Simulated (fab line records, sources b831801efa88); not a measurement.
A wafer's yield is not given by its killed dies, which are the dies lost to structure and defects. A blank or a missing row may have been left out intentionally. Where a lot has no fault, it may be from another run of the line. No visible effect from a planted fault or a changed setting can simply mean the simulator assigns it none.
The tool behind it: which one? | flow gf180mcu | Sampling: 24 lots, 72 wafers, 4 of 602 route steps

WHAT THE GAUGES SHOWED, per wafer
GF_MIM_RS_MEAS_10: uses a four-point probe to measure. Usual: MIM_ALCU_RS typically reads 0.1607 ohm/sq, with standard deviation 0.0019.
lot  | measured     | on            | MIM_ALCU_RS (ohm/sq) | flag
L074 | day 25 02:48 | film metro-02 | 0.1581 0.1580 0.1579 |
L075 | day 25 03:25 | film metro-03 | 0.1584 0.1604 0.1586 |
L076 | day 25 14:53 | film metro-02 | 0.1603 0.1572 0.1593 |
L077 | day 25 20:21 | film metro-02 | 0.1592 0.1613 0.1609 |
L078 | day 26 00:34 | film metro-04 | 0.1601 0.1599 0.1590 |
L079 | day 26 03:20 | film metro-03 | 0.1637 0.1605 0.1620 |
L080 | day 26 16:18 | film metro-03 | 0.1621 0.1597 0.1618 |
L081 | day 26 21:40 | film metro-04 | 0.1636 0.1632 0.1642 |
L082 | day 27 08:17 | film metro-04 | 0.1616 0.1625 0.1612 |
L083 | day 28 00:54 | film metro-04 | 0.1599 0.1589 0.1592 |
L084 | day 28 03:59 | film metro-04 | 0.1557 0.1577 0.1574 |
L085 | day 28 07:03 | film metro-04 | 0.1599 0.1593 0.1594 |
L086 | day 28 14:55 | film metro-02 | 0.1640 0.1625 0.1629 |
L087 | day 29 00:44 | film metro-04 | 0.1623 0.1613 0.1627 |
L088 | day 29 06:29 | film metro-02 | 0.1623 0.1621 0.1613 |
L089 | day 29 08:31 | film metro-04 | 0.1626 0.1574 0.1603 |
L090 | day 29 14:22 | film metro-04 | 0.1622 0.1589 0.1616 |
L091 | day 29 23:34 | film metro-03 | 0.1602 0.1609 0.1613 |
L092 | day 30 03:07 | film metro-03 | 0.1616 0.1617 0.1626 |
L093 | day 30 15:50 | film metro-04 | 0.1630 0.1633 0.1637 |
L094 | day 30 18:38 | film metro-03 | 0.1623 0.1644 0.1619 |
L095 | day 31 02:00 | film metro-03 | 0.1599 0.1598 0.1591 |
L096 | day 31 07:38 | film metro-04 | 0.1612 0.1590 0.1601 |
L097 | day 31 11:04 | film metro-03 | 0.1618 0.1622 0.1614 |

GF_V5_THK_MEAS_03. Usual: V5_CVD_02_THK typically reads 1456 nm, with standard deviation 19.
lot  | measured     | on            | V5_CVD_02_THK (nm) | flag
L074 | day 26 21:37 | film metro-03 | 1441 1469 1453     |
L075 | day 26 22:41 | film metro-03 | 1469 1450 1467     |
L076 | day 27 09:33 | film metro-03 | 1456 1455 1462     |
L077 | day 27 14:17 | film metro-03 | 1451 1432 1484     |
L078 | day 27 18:26 | film metro-03 | 1423 1425 1465     |
L079 | day 27 21:33 | film metro-01 | 1430 1468 1447     |
L080 | day 28 09:52 | film metro-03 | 1472 1454 1452     |
L081 | day 28 15:35 | film metro-03 | 1454 1461 1476     |
L082 | day 29 02:23 | film metro-02 | 1432 1459 1468     |
L083 | day 29 17:14 | film metro-02 | 1433 1435 1452     |
L084 | day 29 20:49 | film metro-03 | 1426 1433 1457     |
L085 | day 30 00:02 | film metro-02 | 1431 1464 1466     |
L086 | day 30 06:50 | film metro-03 | 1466 1454 1470     |
L087 | day 30 16:40 | film metro-03 | 1411 1449 1460     |
L088 | day 30 20:56 | film metro-02 | 1443 1467 1477     |
L089 | day 30 22:54 | film metro-01 | 1449 1467 1487     |
L090 | day 31 05:10 | film metro-02 | 1456 1464 1478     |
L091 | day 31 13:38 | film metro-03 | 1449 1425 1444     |
L092 | day 31 16:47 | film metro-01 | 1455 1455 1477     |
L093 | day 32 03:55 | film metro-01 | 1446 1464 1482     |
L094 | day 32 07:13 | film metro-03 | 1464 1457 1472     |
L095 | day 32 14:10 | film metro-01 | 1449 1457 1484     |
L096 | day 32 19:03 | film metro-03 | 1425 1436 1469     |
L097 | day 32 22:38 | film metro-01 | 1454 1445 1465     |

EACH LOT AND THE TOOL THAT RAN IT (in order: tool; ch and the chambers of the sampled wafers; start)
lot  | GF_MIM_SPUTTER_03            | GF_MIM_CVD_05
L074 | pvd sputter-03, day 25 02:31 | pecvd-02 ch 1,2, day 25 02:34
L075 | pvd sputter-03, day 25 03:10 | pecvd-01 ch 0,1,2, day 25 03:13
L076 | pvd sputter-01, day 25 14:36 | pecvd-03 ch 0,1,2, day 25 14:40
L077 | pvd sputter-03, day 25 20:05 | pecvd-01 ch 0,2, day 25 20:08
L078 | pvd sputter-01, day 26 00:19 | pecvd-01 ch 0,1,2, day 26 00:22
L079 | pvd sputter-03, day 26 03:03 | pecvd-02 ch 0,1,2, day 26 03:07
L080 | pvd sputter-01, day 26 16:03 | pecvd-01 ch 0,1, day 26 16:07
L081 | pvd sputter-03, day 26 21:23 | pecvd-02 ch 0,1,2, day 26 21:27
L082 | pvd sputter-03, day 27 07:58 | pecvd-02 ch 0,1, day 27 08:01
L083 | pvd sputter-01, day 28 00:39 | pecvd-02 ch 0,1,2, day 28 00:43
L084 | pvd sputter-01, day 28 03:43 | pecvd-03 ch 0,2, day 28 03:47
L085 | pvd sputter-03, day 28 06:48 | pecvd-03 ch 0,1,2, day 28 06:52
L086 | pvd sputter-02, day 28 14:40 | pecvd-01 ch 0,1, day 28 14:44
L087 | pvd sputter-03, day 29 00:29 | pecvd-02 ch 0,1, day 29 00:32
L088 | pvd sputter-02, day 29 06:11 | pecvd-01 ch 0,2, day 29 06:15
L089 | pvd sputter-03, day 29 08:14 | pecvd-01 ch 0,1, day 29 08:17
L090 | pvd sputter-01, day 29 14:07 | pecvd-02 ch 0,1,2, day 29 14:10
L091 | pvd sputter-01, day 29 23:19 | pecvd-01 ch 0,1,2, day 29 23:22
L092 | pvd sputter-02, day 30 02:52 | pecvd-02 ch 0,1, day 30 02:55
L093 | pvd sputter-02, day 30 15:34 | pecvd-02 ch 0,2, day 30 15:38
L094 | pvd sputter-02, day 30 18:23 | pecvd-01 ch 0,1,2, day 30 18:26
L095 | pvd sputter-02, day 31 01:44 | pecvd-03 ch 0,1,2, day 31 01:48
L096 | pvd sputter-03, day 31 07:21 | pecvd-02 ch 1,2, day 31 07:25
L097 | pvd sputter-02, day 31 10:49 | pecvd-01 ch 0,1,2, day 31 10:52
- GF_MIM_SPUTTER_03: material Ti, target thk 10 nm, time 6.7 s.
- GF_MIM_CVD_05: deposits Si3N4, target thk 42 nm, time 29.086 s.

AS READ BY THE TOOLS THEMSELVES (means over the sampled wafers that have a number; for cases with no such wafer, the mark the record gives instead)
GF_MIM_SPUTTER_03. Usual: throttle valve pct reads 30.3 % (standard deviation 0.77).
lot  | tool           | throttle valve pct (%) | flag
L074 | pvd sputter-03 | 31.0                   |
L075 | pvd sputter-03 | 31.1                   |
L076 | pvd sputter-01 | 29.4                   |
L077 | pvd sputter-03 | 30.5                   |
L078 | pvd sputter-01 | 29.4                   |
L079 | pvd sputter-03 | 30.9                   |
L080 | pvd sputter-01 | 29.7                   |
L081 | pvd sputter-03 | 31.4                   |
L082 | pvd sputter-03 | 30.8                   |
L083 | pvd sputter-01 | 29.5                   |
L084 | pvd sputter-01 | 29.7                   |
L085 | pvd sputter-03 | 30.8                   |
L086 | pvd sputter-02 | 30.8                   |
L087 | pvd sputter-03 | 30.4                   |
L088 | pvd sputter-02 | 29.9                   |
L089 | pvd sputter-03 | 30.6                   |
L090 | pvd sputter-01 | 29.5                   |
L091 | pvd sputter-01 | 29.7                   |
L092 | pvd sputter-02 | 30.5                   |
L093 | pvd sputter-02 | 29.7                   |
L094 | pvd sputter-02 | 30.5                   |
L095 | pvd sputter-02 | 30.1                   |
L096 | pvd sputter-03 | 30.7                   |
L097 | pvd sputter-02 | 30.4                   |

GF_MIM_CVD_05. Usual: heater power w reads 678 W (standard deviation 93).
lot  | tool     | heater power w (W) | flag
L074 | pecvd-02 | 702                |
L075 | pecvd-01 | 736                |
L076 | pecvd-03 | 671                |
L077 | pecvd-01 | 744                |
L078 | pecvd-01 | 759                |
L079 | pecvd-02 | 560                |
L080 | pecvd-01 | 741                |
L081 | pecvd-02 | 605                |
L082 | pecvd-02 | 554                |
L083 | pecvd-02 | 598                |
L084 | pecvd-03 | 768                |
L085 | pecvd-03 | 687                |
L086 | pecvd-01 | 795                |
L087 | pecvd-02 | 567                |
L088 | pecvd-01 | 654                |
L089 | pecvd-01 | 720                |
L090 | pecvd-02 | 643                |
L091 | pecvd-01 | 748                |
L092 | pecvd-02 | 567                |
L093 | pecvd-02 | 626                |
L094 | pecvd-01 | 765                |
L095 | pecvd-03 | 661                |
L096 | pecvd-02 | 688                |
L097 | pecvd-01 | 769                |

THE ANSWER, worked out from the rows above alone
Rule: take the mean of a lot's wafers that have a number; if it is more than 3 standard deviations from the usual mean, the lot is off. A lot without any number at a reading at which 4 lots or more have one is off too. All remaining lots with rows at the step are treated as sound. First the gauges in route order, then the tools' own readings, where a lot's mean is used as printed above. The first step at which some lot is off is used, and at that step the reading that is off furthest; a lot without a number counts as furthest.
No lot is off at any reading shown: from this, nothing can be told.

WHAT WAS PUT IN BY THE SIMULATOR
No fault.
